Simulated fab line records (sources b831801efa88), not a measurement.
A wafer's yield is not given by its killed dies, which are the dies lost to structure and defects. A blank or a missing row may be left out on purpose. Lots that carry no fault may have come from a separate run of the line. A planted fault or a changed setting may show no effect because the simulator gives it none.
Which tool is to blame? + flow gf180mcu + 6 lots, 18 wafers sampled, at 3 steps of a route of 602

## WHAT THE GAUGES READ, wafer by wafer
GF_POLY_GATE_THK_MEAS_01.
| lot  | measured     | on            | POLY_GATE_CVD_00_THK (nm) |
|------|--------------|---------------|---------------------------|
| L220 | day 8 15:31  | film-metro-03 | 196.1 196.3 197.5         |
| L222 | day 9 07:19  | film-metro-04 | 203.1 202.0 200.8         |
| L225 | day 10 06:22 | film-metro-02 | 218.7 218.1 219.3         |
| L236 | day 13 11:53 | film-metro-02 | 201.2 202.0 202.8         |
| L238 | day 14 00:07 | film-metro-03 | 199.9 201.2 199.3         |
| L241 | day 15 02:21 | film-metro-02 | 199.2 199.2 200.6         |

## EACH LOT AND THE TOOL THAT RAN IT (in order: tool; ch and the chambers of the sampled wafers; start)
| lot  | GF_STI_STRIP_15                     | GF_POLY_GATE_CVD_00         |
|------|-------------------------------------|-----------------------------|
| L220 | plasma-asher-04 ch 0,1, day 2 06:31 | lpcvd-01 ch 1, day 8 13:29  |
| L222 | plasma-asher-01 ch 0,1, day 2 16:59 | lpcvd-02 ch 1, day 9 05:56  |
| L225 | plasma-asher-01 ch 0,1, day 3 08:38 | lpcvd-01 ch 1, day 10 04:22 |
| L236 | plasma-asher-04 ch 0,1, day 5 16:44 | lpcvd-02 ch 1, day 13 10:34 |
| L238 | plasma-asher-03 ch 0,1, day 6 03:02 | lpcvd-01 ch 1, day 13 22:46 |
| L241 | plasma-asher-01 ch 0,1, day 6 19:26 | lpcvd-02 ch 1, day 15 01:01 |
- GF_STI_STRIP_15: strips in O2/N2.
- GF_POLY_GATE_CVD_00: deposits poly-Si, target thk 200 nm, time 1200 s.

## THE ANSWER, worked out from the rows above alone
Rule: what is usual is taken from the lots themselves. Put in order of their means at a reading, lots are off if they are a third of the lots or fewer, leave a main group of 4 or more, and stand apart from it by a gap of 3 or more times the standard deviation of the main group's means; of several such gaps the widest counts. The tables above print the reading to a certain number of digits; a main group whose means all agree to those digits is not used. A lot without any number at a reading at which 4 lots or more have one is off too. All remaining lots with rows at the step are treated as sound.
Off: at GF_POLY_GATE_THK_MEAS_01 (POLY_GATE_CVD_00_THK), L225. Main group: mean 200.1 nm, sd 2.
If a tool, at a process step before that reading, ran all the lots that are off and no sound lot after the first of them, it fits. Those tools and the gauges at GF_POLY_GATE_THK_MEAS_01 are tried in the same way. Of those tried, none fits.

## WHAT THE SIMULATOR HAD INSERTED
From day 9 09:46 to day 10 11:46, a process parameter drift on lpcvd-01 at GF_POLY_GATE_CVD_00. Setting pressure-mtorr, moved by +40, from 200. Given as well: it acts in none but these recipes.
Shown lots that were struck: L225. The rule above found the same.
